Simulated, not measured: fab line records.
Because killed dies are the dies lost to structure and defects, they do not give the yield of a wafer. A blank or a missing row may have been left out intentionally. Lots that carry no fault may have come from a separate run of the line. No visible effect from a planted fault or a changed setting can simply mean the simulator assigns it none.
Which tool is to blame? + flow gf180mcu + 13 lots, 39 wafers sampled, at 4 steps of a route of 602

## WHAT THE GAUGES SHOWED, per wafer
GF_POLY_GATE_CD_MEAS_10: target cd 280 nm. Usual: cd-nm reads 279.6 nm (standard deviation 1.2).
| lot  | measured     | on        | cd-nm (nm)        | flag |
|------|--------------|-----------|-------------------|------|
| L561 | day 9 04:35  | cd-sem-02 | 279.6 279.4 278.6 |      |
| L562 | day 10 01:13 | cd-sem-01 | 277.2 277.5 278.5 |      |
| L563 | day 10 09:15 | cd-sem-01 | 279.3 279.1 279.3 |      |
| L564 | day 10 08:55 | cd-sem-01 | 278.7 278.1 278.1 |      |
| L565 | day 10 12:22 | cd-sem-01 | 281.4 280.1 280.7 |      |
| L566 | day 10 23:47 | cd-sem-01 | 278.3 280.4 279.9 |      |
| L567 | day 11 02:40 | cd-sem-02 | 279.5 279.3 280.1 |      |
| L568 | day 11 14:46 | cd-sem-02 | 281.5 280.7 281.1 |      |
| L571 | day 12 06:07 | cd-sem-01 | 279.7 280.4 280.2 |      |
| L573 | day 12 20:10 | cd-sem-02 | 279.1 279.2 279.5 |      |
| L575 | day 13 07:10 | cd-sem-01 | 279.8 280.3 279.8 |      |
| L583 | day 15 14:41 | cd-sem-02 | 282.9 281.4 280.8 |      |
| L584 | day 15 22:59 | cd-sem-02 | 279.3 279.2 280.1 |      |

GF_POLY_GATE_THK_MEAS_17. Usual: POLY_GATE_OXIDATION_THK gives 4.01 nm (standard deviation 0.082).
| lot  | measured     | on            | POLY_GATE_OXIDATION_THK (nm) | flag |
|------|--------------|---------------|------------------------------|------|
| L561 | day 9 09:13  | film-metro-01 | 3.90 3.90 3.88               |      |
| L562 | day 10 03:01 | film-metro-04 | 4.08 4.00 3.96               |      |
| L563 | day 10 11:47 | film-metro-03 | 3.99 3.94 4.02               |      |
| L564 | day 10 10:33 | film-metro-04 | 3.95 3.97 3.96               |      |
| L565 | day 10 16:59 | film-metro-04 | 4.02 4.08 4.06               |      |
| L566 | day 11 02:42 | film-metro-01 | 4.13 4.03 4.07               |      |
| L567 | day 11 04:20 | film-metro-01 | 4.02 4.10 4.03               |      |
| L568 | day 11 17:17 | film-metro-04 | 4.10 4.07 4.12               |      |
| L571 | day 12 08:44 | film-metro-01 | 3.98 3.95 3.92               |      |
| L573 | day 12 21:49 | film-metro-01 | 4.10 4.06 4.19               |      |
| L575 | day 13 09:46 | film-metro-01 | 4.09 4.09 4.01               |      |
| L583 | day 15 20:16 | film-metro-01 | 4.05 4.00 3.95               |      |
| L584 | day 16 01:45 | film-metro-03 | 4.03 4.13 4.06               |      |

## TOOL THAT RAN EACH LOT (tool first, then ch and the chambers of the sampled wafers, then the start)
| lot  | GF_VT_IMPLANT_STRIP_42               | GF_VT_IMPLANT_RTA_45             |
|------|--------------------------------------|----------------------------------|
| L561 | plasma-asher-03 ch 0,1, day 7 11:05  | rtp-anneal-02 ch 0, day 7 11:21  |
| L562 | plasma-asher-01 ch 0,1, day 8 02:23  | rtp-anneal-02 ch 0, day 8 02:36  |
| L563 | plasma-asher-02 ch 0,1, day 8 11:46  | rtp-anneal-01 ch 0, day 8 11:58  |
| L564 | plasma-asher-02 ch 0,1, day 8 13:38  | rtp-anneal-02 ch 0, day 8 13:52  |
| L565 | plasma-asher-02 ch 0,1, day 8 17:02  | rtp-anneal-02 ch 0, day 8 17:14  |
| L566 | plasma-asher-01 ch 0,1, day 9 01:06  | rtp-anneal-02 ch 0, day 9 01:20  |
| L567 | plasma-asher-03 ch 0,1, day 9 07:45  | rtp-anneal-01 ch 0, day 9 07:58  |
| L568 | plasma-asher-01 ch 0,1, day 9 17:18  | rtp-anneal-02 ch 0, day 9 17:31  |
| L571 | plasma-asher-01 ch 0,1, day 10 09:50 | rtp-anneal-01 ch 0, day 10 10:02 |
| L573 | plasma-asher-03 ch 1, day 10 23:01   | rtp-anneal-01 ch 0, day 10 23:14 |
| L575 | plasma-asher-01 ch 0,1, day 11 11:35 | rtp-anneal-01 ch 0, day 11 11:48 |
| L583 | plasma-asher-01 ch 1, day 13 14:11   | rtp-anneal-01 ch 0, day 13 14:25 |
| L584 | plasma-asher-03 ch 0,1, day 13 22:08 | rtp-anneal-01 ch 0, day 13 22:22 |
- GF_VT_IMPLANT_STRIP_42: strips in O2/N2.
- GF_VT_IMPLANT_RTA_45: time 30 s.

## AS READ BY THE TOOLS THEMSELVES (means over the sampled wafers that have a number; for cases with no such wafer, the mark the record gives instead)
GF_VT_IMPLANT_STRIP_42. Usual: drypump-motor-current-A 6.0 A, standard deviation 0.39; heater-power-w 314 W, standard deviation 20; oes-product-au 0.716 a.u., standard deviation 0.0046; platen-temp-c 250.01 C, standard deviation 0.19; strip-time-to-endpoint-s 12.647 s, standard deviation 0.03.
| lot  | tool            | drypump-motor-current-A (A) | heater-power-w (W) | oes-product-au (a.u.) | platen-temp-c (C) | strip-time-to-endpoint-s (s) | flag |
|------|-----------------|-----------------------------|--------------------|-----------------------|-------------------|------------------------------|------|
| L561 | plasma-asher-03 | 5.9                         | 328                | 0.716                 | 250.17            | 12.618                       |      |
| L562 | plasma-asher-01 | 5.9                         | 300                | 0.716                 | 249.86            | 12.666                       |      |
| L563 | plasma-asher-02 | 6.1                         | 325                | 0.715                 | 250.14            | 12.616                       |      |
| L564 | plasma-asher-02 | 6.1                         | 323                | 0.717                 | 249.76            | 12.630                       |      |
| L565 | plasma-asher-02 | 6.1                         | 322                | 0.721                 | 249.86            | 12.647                       |      |
| L566 | plasma-asher-01 | 5.9                         | 305                | 0.717                 | 250.02            | 12.679                       |      |
| L567 | plasma-asher-03 | 6.2                         | 312                | 0.717                 | 249.83            | 12.708                       |      |
| L568 | plasma-asher-01 | 5.7                         | 305                | 0.715                 | 249.91            | 12.650                       |      |
| L571 | plasma-asher-01 | 5.7                         | 304                | 0.715                 | 250.02            | 12.602                       |      |
| L573 | plasma-asher-03 | 5.5                         | 347                | 0.715                 | 250.01            | 12.674                       |      |
| L575 | plasma-asher-01 | 5.7                         | 303                | 0.899                 | 250.20            | -                            | OFF  |
| L583 | plasma-asher-01 | 5.6                         | 306                | 0.719                 | 250.18            | 12.656                       |      |
| L584 | plasma-asher-03 | 5.9                         | 332                | 0.716                 | 249.99            | 12.633                       |      |

GF_VT_IMPLANT_RTA_45. Usual: lamp-power-pct 33.1 %, standard deviation 0.84; wafer_temp_C_max 1053.9, standard deviation 1.1.
| lot  | tool          | lamp-power-pct (%) | wafer_temp_C_max | flag |
|------|---------------|--------------------|------------------|------|
| L561 | rtp-anneal-02 | 33.7               | 1053.6           |      |
| L562 | rtp-anneal-02 | 33.6               | 1053.3           |      |
| L563 | rtp-anneal-01 | 31.9               | 1055.4           |      |
| L564 | rtp-anneal-02 | 33.7               | 1053.2           |      |
| L565 | rtp-anneal-02 | 33.6               | 1054.1           |      |
| L566 | rtp-anneal-02 | 33.7               | 1052.7           |      |
| L567 | rtp-anneal-01 | 31.9               | 1054.3           |      |
| L568 | rtp-anneal-02 | 33.6               | 1053.1           |      |
| L571 | rtp-anneal-01 | 31.9               | 1055.1           |      |
| L573 | rtp-anneal-01 | 31.8               | 1055.1           |      |
| L575 | rtp-anneal-01 | 31.9               | 1055.3           |      |
| L583 | rtp-anneal-01 | 31.9               | 1055.3           |      |
| L584 | rtp-anneal-01 | 31.8               | 1054.9           |      |

## THE ANSWER, worked out from the rows above alone
Rule: a lot is off if the mean of its wafers that have a number lies more than 3 standard deviations from the usual mean. A lot without any number at a reading at which 4 lots or more have one is off too. All remaining lots with rows at the step are treated as sound. The gauges are gone through in route order, then the tools' own readings, and for those a lot's mean is taken as printed above. At the first step where some lot is off, the reading lying furthest off is the one used; lots without a number count as furthest.
Off, at GF_VT_IMPLANT_STRIP_42 on strip-time-to-endpoint-s: L575. Without a number there: L575.
A tool fits if, at that step or a process step before it, it ran every lot that is off, and no sound lot after the first of them. No candidate that was tried fits.

## WHAT THE SIMULATOR HAD PUT IN
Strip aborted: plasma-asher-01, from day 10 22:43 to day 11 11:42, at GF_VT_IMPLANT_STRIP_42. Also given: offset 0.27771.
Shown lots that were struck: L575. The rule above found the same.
